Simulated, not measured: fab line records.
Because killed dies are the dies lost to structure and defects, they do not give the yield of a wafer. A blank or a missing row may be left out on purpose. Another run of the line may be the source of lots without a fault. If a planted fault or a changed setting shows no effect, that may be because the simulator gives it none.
fab line records | flow gf180mcu
record lots=12 | wafers=36 | last_day=34
route steps=602 shown DUAL_GATE@149 CONTACT@292
lots that met no fault: from a run of the same line without faults
start_h: start of the lot's first displayed wafer, in hours after the record's first day | wait_h: time in hours since the lot's previous step | " unchanged from the row above | L1.1+2: a row that stands for several wafers | - either no value or no given start | * or withheld: withheld | < > ~ a bound
route shown NAME@n: names a module that has steps shown in the file, with the first one's number in the route | usual: average and standard deviation across the fault-free wafers | same: alike in all rows | chamber/n: place in a boat | sites: per-site readings | _std_site: standard deviation across them | _edge_site: mean of outer sites minus mean of inner sites | radius_mm: how far each site lies from the wafer's centre | mask NAME#n: copy n | behind: the most recent tool/chamber to have shaped the wafer | hold: what put the lot on hold/how long, in hours/how the hold closed | device: names the non-switching transistor (n, p or np) | end of line: the same wafers' tests at the end of the route | step lacking rows: just its recipe | killed: dies lost to structure and defects at the first sort, not the wafer's yield | map: a wafer's dies, marking killed ones x, the rest . and places with no die _
set.NAME: the run value of the setting; set.NAME@STEP: its run value at that earlier step | model.NAME: the simulator's own value behind a step, which no gauge read
steps of the route over a sample of lots; a table a step, a row a wafer
services: a tool's chamber out of use, with start hour (start_h, from the record's first day; less than 0 if before it), hours out, and reason
## steps
# step GF_DUAL_GATE_EXPOSE_08
# recipe mask_id=Dualgate | target_cd_nm=700 | na=0.6 | source_shape=conventional | sigma_outer=0.6 | dose_mj=140
lot.wafer  | tool             | chamber | start_h | wait_h | mask
L680.1+3+4 | iline_stepper-01 | 0       | 171.79  | -      | Dualgate#0
L681.2+3+4 | iline_stepper-01 | 0       | 178.60  | -      | Dualgate#0
L682.4+5+6 | iline_stepper-02 | 0       | 183.50  | -      | Dualgate#0
L683.2+3+5 | iline_stepper-01 | 0       | 191.86  | -      | Dualgate#0
L684.1+4+6 | iline_stepper-01 | 0       | 200.76  | -      | Dualgate#0
L692.2+3+6 | iline_stepper-02 | 0       | 253.91  | -      | Dualgate#0
L693.2+3+4 | iline_stepper-02 | 0       | 256.55  | -      | Dualgate#0
L694.4+5+6 | iline_stepper-02 | 0       | 266.37  | -      | Dualgate#0
L699.4+5+6 | iline_stepper-01 | 0       | 301.24  | -      | Dualgate#0
L700.1+4+6 | iline_stepper-01 | 0       | 306.28  | -      | Dualgate#0
L701.4+5+6 | iline_stepper-01 | 0       | 311.27  | -      | Dualgate#0
L702.4+5+6 | iline_stepper-01 | 0       | 320.29  | -      | Dualgate#0
# step GF_DUAL_GATE_OVL_MEAS_11
# usual DUAL_GATE_OVL=0.5/1
lot.wafer | tool       | chamber | start_h | wait_h | DUAL_GATE_OVL[nm]
L680.1    | overlay-01 | -       | 179.91  | 0.1    | 0.3
L680.3    | "          | -       | "       | "      | 0.1
L680.4    | "          | -       | "       | "      | -1.8
L681.2    | overlay-02 | -       | 186.84  | 0.1    | 1.2
L681.3    | "          | -       | "       | "      | 1.5
L681.4    | "          | -       | "       | "      | 0.7
L682.4    | overlay-02 | -       | 192.03  | 0.1    | -0.9
L682.5    | "          | -       | "       | "      | -1.0
L682.6    | "          | -       | "       | "      | -0.2
L683.2    | overlay-01 | -       | 200.17  | 0.1    | 0.8
L683.3    | "          | -       | "       | "      | -1.2
L683.5    | "          | -       | "       | "      | -0.2
L684.1    | overlay-02 | -       | 209.63  | 0.1    | -1.3
L684.4    | "          | -       | "       | "      | -0.3
L684.6    | "          | -       | "       | "      | -0.1
L692.2    | overlay-02 | -       | 263.29  | 0.1    | 2.2
L692.3    | "          | -       | "       | "      | 1.2
L692.6    | "          | -       | "       | "      | 1.0
L693.2    | overlay-01 | -       | 265.72  | 0.1    | 6.4
L693.3    | "          | -       | "       | "      | 5.8
L693.4    | "          | -       | "       | "      | 5.5
L694.4    | overlay-02 | -       | 275.68  | 0.1    | 3.7
L694.5    | "          | -       | "       | "      | 4.9
L694.6    | "          | -       | "       | "      | 3.5
L699.4    | overlay-02 | -       | 311.53  | 0.1    | -1.0
L699.5    | "          | -       | "       | "      | -0.9
L699.6    | "          | -       | "       | "      | 0.2
L700.1    | overlay-02 | -       | 316.01  | 0.1    | 1.1
L700.4    | "          | -       | "       | "      | 1.0
L700.6    | "          | -       | "       | "      | 2.4
L701.4    | overlay-01 | -       | 321.53  | 0.1    | 0.8
L701.5    | "          | -       | "       | "      | 1.1
L701.6    | "          | -       | "       | "      | -0.4
L702.4    | overlay-01 | -       | 330.03  | 0.1    | 2.2
L702.5    | "          | -       | "       | "      | 1.4
L702.6    | "          | -       | "       | "      | 0.8
# step GF_CONTACT_BOW_MEAS_05
# recipe mode=bow
# usual CONTACT_BOW=66/7
lot.wafer | tool          | chamber | start_h | wait_h | CONTACT_BOW[um]
L680.1    | film_metro-03 | -       | 344.57  | 0.1    | 59
L680.3    | "             | -       | "       | "      | 63
L680.4    | "             | -       | "       | "      | 82
L681.2    | film_metro-03 | -       | 353.44  | 0.1    | 46
L681.3    | "             | -       | "       | "      | 73
L681.4    | "             | -       | "       | "      | 63
L682.4    | film_metro-04 | -       | 358.54  | 0.3    | 69
L682.5    | "             | -       | "       | "      | 68
L682.6    | "             | -       | "       | "      | 69
L683.2    | film_metro-04 | -       | 376.04  | 0.3    | 72
L683.3    | "             | -       | "       | "      | 69
L683.5    | "             | -       | "       | "      | 60
L684.1    | film_metro-03 | -       | 381.13  | 0.2    | 61
L684.4    | "             | -       | "       | "      | 66
L684.6    | "             | -       | "       | "      | 72
L692.2    | film_metro-03 | -       | 449.60  | 0.2    | 56
L692.3    | "             | -       | "       | "      | 65
L692.6    | "             | -       | "       | "      | 58
L693.2    | film_metro-04 | -       | 453.58  | 0.2    | 77
L693.3    | "             | -       | "       | "      | 65
L693.4    | "             | -       | "       | "      | 81
L694.4    | film_metro-01 | -       | 469.54  | 0.2    | 60
L694.5    | "             | -       | "       | "      | 66
L694.6    | "             | -       | "       | "      | 62
L699.4    | film_metro-01 | -       | 512.71  | 0.2    | 54
L699.5    | "             | -       | "       | "      | 71
L699.6    | "             | -       | "       | "      | 64
L700.1    | film_metro-01 | -       | 516.27  | 0.1    | 74
L700.4    | "             | -       | "       | "      | 63
L700.6    | "             | -       | "       | "      | 60
L701.4    | film_metro-03 | -       | 522.57  | 0.2    | 60
L701.5    | "             | -       | "       | "      | 67
L701.6    | "             | -       | "       | "      | 67
L702.4    | film_metro-04 | -       | 531.47  | 0.2    | 70
L702.5    | "             | -       | "       | "      | 66
L702.6    | "             | -       | "       | "      | 60
# step GF_CONTACT_RS_MEAS_25
# recipe thk_meas_gauge=four-point-probe | reads=W_of_CONTACT_CVD_24+TiN_of_CONTACT_SPUTTER_23+Ti_of_CONTACT_SPUTTER_22
# usual CONTACT_W_RS=0.382/0.005
lot.wafer | tool          | chamber | start_h | wait_h | CONTACT_W_RS[ohm/sq]
L680.1    | film_metro-03 | -       | 367.44  | 0.1    | 0.381
L680.3    | "             | -       | "       | "      | 0.380
L680.4    | "             | -       | "       | "      | 0.383
L681.2    | film_metro-04 | -       | 376.86  | 0.1    | 0.381
L681.3    | "             | -       | "       | "      | 0.380
L681.4    | "             | -       | "       | "      | 0.379
L682.4    | film_metro-04 | -       | 381.90  | 0.1    | 0.379
L682.5    | "             | -       | "       | "      | 0.380
L682.6    | "             | -       | "       | "      | 0.385
L683.2    | film_metro-04 | -       | 400.55  | 0.1    | 0.385
L683.3    | "             | -       | "       | "      | 0.384
L683.5    | "             | -       | "       | "      | 0.373
L684.1    | film_metro-01 | -       | 405.45  | 0.1    | 0.373
L684.4    | "             | -       | "       | "      | 0.373
L684.6    | "             | -       | "       | "      | 0.371
L692.2    | film_metro-03 | -       | 474.97  | 0.1    | 0.377
L692.3    | "             | -       | "       | "      | 0.383
L692.6    | "             | -       | "       | "      | 0.375
L693.2    | film_metro-03 | -       | 479.01  | 0.1    | 0.381
L693.3    | "             | -       | "       | "      | 0.372
L693.4    | "             | -       | "       | "      | 0.376
L694.4    | film_metro-01 | -       | 494.59  | 0.1    | 0.383
L694.5    | "             | -       | "       | "      | 0.382
L694.6    | "             | -       | "       | "      | 0.383
L699.4    | film_metro-01 | -       | 536.45  | 0.1    | 0.382
L699.5    | "             | -       | "       | "      | 0.385
L699.6    | "             | -       | "       | "      | 0.375
L700.1    | film_metro-01 | -       | 539.98  | 0.1    | 0.389
L700.4    | "             | -       | "       | "      | 0.386
L700.6    | "             | -       | "       | "      | 0.384
L701.4    | film_metro-01 | -       | 546.34  | 0.1    | 0.391
L701.5    | "             | -       | "       | "      | 0.388
L701.6    | "             | -       | "       | "      | 0.390
L702.4    | film_metro-03 | -       | 554.94  | 0.1    | 0.375
L702.5    | "             | -       | "       | "      | 0.373
L702.6    | "             | -       | "       | "      | 0.385
# step GF_CONTACT_CMP_27
# recipe stop_on=SiO2 | down_force_psi=3.5 | platen_rpm=60 | t_overpolish_s=15 | target_thk_nm=0 | pad_velocity_m_s=0.94248
# usual motor_current_A=10.3/0.86 | overpolish_run_s=15.001/0.0097 | platen_rpm=60.00/0.041 | time_to_endpoint_s=74/3.2
lot.wafer | tool   | chamber | start_h | wait_h | motor_current_A | overpolish_run_s | platen_rpm | time_to_endpoint_s
L680.3    | cmp-02 | 1       | 367.62  | 0.0    | 10.2            | 15.000           | 59.94      | 79
L680.4    | "      | 2       | "       | "      | 9.3             | 15.011           | 59.97      | 71
L680.1    | "      | 3       | "       | "      | 10.7            | 15.007           | 60.02      | 78
L681.2    | cmp-02 | 2       | 377.07  | 0.1    | 9.1             | 15.003           | 59.98      | 70
L681.3    | "      | 3       | "       | "      | 10.6            | 14.995           | 59.95      | 74
L681.4    | "      | 0       | "       | "      | 10.2            | 15.001           | 59.92      | 77
L682.4    | cmp-02 | 3       | 382.17  | 0.2    | 10.5            | 14.994           | 59.98      | 75
L682.6    | "      | 0       | "       | "      | 9.4             | 15.009           | 60.02      | 73
L682.5    | "      | 1       | "       | "      | 10.5            | 14.993           | 59.96      | 74
L683.3    | cmp-01 | 3       | 400.81  | 0.1    | 11.0            | 15.006           | 60.03      | 76
L683.2    | "      | 0       | "       | "      | 11.0            | 14.996           | 60.00      | 76
L683.5    | "      | 1       | "       | "      | 11.3            | 15.008           | 59.97      | 77
L684.4    | cmp-01 | 2       | 405.97  | 0.4    | 9.5             | 15.015           | 60.03      | 72
L684.1    | "      | 3       | "       | "      | 11.3            | 14.995           | 60.04      | 76
L684.6    | "      | 1       | "       | "      | 11.2            | 15.006           | 60.01      | 79
L692.2    | cmp-02 | 1       | 475.13  | 0.0    | 10.4            | 14.986           | 60.01      | 80
L692.3    | "      | 0       | "       | "      | 9.6             | 14.982           | 60.06      | 78
L692.6    | "      | 1       | "       | "      | 10.4            | 14.996           | 60.01      | 79
L693.4    | cmp-02 | 1       | 479.17  | 0.0    | 10.5            | 15.018           | 59.99      | 80
L693.3    | "      | 3       | "       | "      | 9.9             | 15.006           | 59.96      | 76
L693.2    | "      | 0       | "       | "      | 9.7             | 15.000           | 59.94      | 77
L694.4    | cmp-01 | 2       | 494.71  | 0.0    | 10.2            | 15.006           | 60.03      | 71
L694.5    | "      | 2       | "       | "      | 10.1            | 15.000           | 60.00      | 71
L694.6    | "      | 3       | "       | "      | 11.1            | 14.989           | 59.97      | 75
L699.4    | cmp-02 | 1       | 536.62  | 0.1    | 10.1            | 14.998           | 59.97      | 75
L699.6    | "      | 0       | "       | "      | 9.2             | 14.985           | 59.96      | 75
L699.5    | "      | 1       | "       | "      | 10.1            | 14.998           | 59.98      | 75
L700.4    | cmp-01 | 1       | 540.26  | 0.1    | 11.8            | 14.997           | 60.06      | 75
L700.1    | "      | 2       | "       | "      | 9.8             | 15.007           | 60.00      | 68
L700.6    | "      | 3       | "       | "      | 11.6            | 15.000           | 60.01      | 73
L701.4    | cmp-02 | 3       | 546.51  | 0.1    | 10.3            | 15.006           | 60.00      | 75
L701.5    | "      | 2       | "       | "      | 8.9             | 14.998           | 60.06      | 70
L701.6    | "      | 3       | "       | "      | 10.6            | 14.985           | 60.05      | 77
L702.4    | cmp-02 | 2       | 555.36  | 0.3    | 9.2             | 14.996           | 59.94      | 68
L702.6    | "      | 1       | "       | "      | 10.2            | 14.997           | 60.04      | 73
L702.5    | "      | 2       | "       | "      | 9.3             | 15.004           | 59.98      | 68
## services
tool             | chamber | start_h | hours | kind
cmp-01           | -       | 153.23  | 14.9  | repair
cmp-02           | -       | 171.14  | 20.7  | repair
cmp-02           | -       | 191.83  | 8.6   | pm
cmp-01           | -       | 200.55  | 3.6   | pm
cmp-01           | -       | 232.00  | 4.0   | pm
cmp-01           | -       | 236.00  | -     | consumable_replace:conditioner
cmp-01           | -       | 236.00  | -     | consumable_replace:pad
iline_stepper-02 | -       | 281.15  | 1.7   | pm
iline_stepper-02 | -       | 308.07  | 8.2   | repair
iline_stepper-01 | -       | 334.06  | 1.7   | pm
cmp-01           | -       | 384.87  | 4.5   | repair
cmp-02           | -       | 404.22  | 4.0   | pm
cmp-02           | -       | 408.22  | -     | consumable_replace:conditioner
cmp-02           | -       | 408.22  | -     | consumable_replace:pad
cmp-02           | -       | 444.16  | 1.0   | repair
cmp-02           | -       | 449.30  | 4.5   | pm
iline_stepper-02 | -       | 499.33  | 1.7   | pm
cmp-01           | -       | 501.54  | 5.2   | pm
cmp-02           | -       | 506.74  | 4.3   | pm
cmp-02           | -       | 545.24  | 1.2   | repair
cmp-02           | -       | 547.64  | 5.6   | repair
iline_stepper-02 | -       | 550.45  | 8.5   | repair
cmp-01           | -       | 553.25  | 4.4   | pm
## key
first_sign step=GF_DUAL_GATE_OVL_MEAS_11 | reading=DUAL_GATE_OVL | direction=up | sigmas=4.3 | usual=0.5 | struck=4.9
effect none on later readings
met_at GF_DUAL_GATE_EXPOSE_08
struck_lots L693,L694
tester_left_out L693,L694
not_acting_at GF_CONTACT_BOW_MEAS_05,GF_CONTACT_RS_MEAS_25,GF_CONTACT_CMP_27
onset_between 253.91 256.55
fault kind=scanner_matching_overlay | tool=iline_stepper-02 | chamber=- | onset_h=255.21 | steps=GF_DUAL_GATE_EXPOSE_08 | offset=3.9178
# tester_left_out: of these lots the tester's yield and bins aren't shown, on N5 and GAA mostly nor the transistor test; their killed dies are dies lost to structure and defects alone, not to doping, threshold or leakage, so they don't give the yield
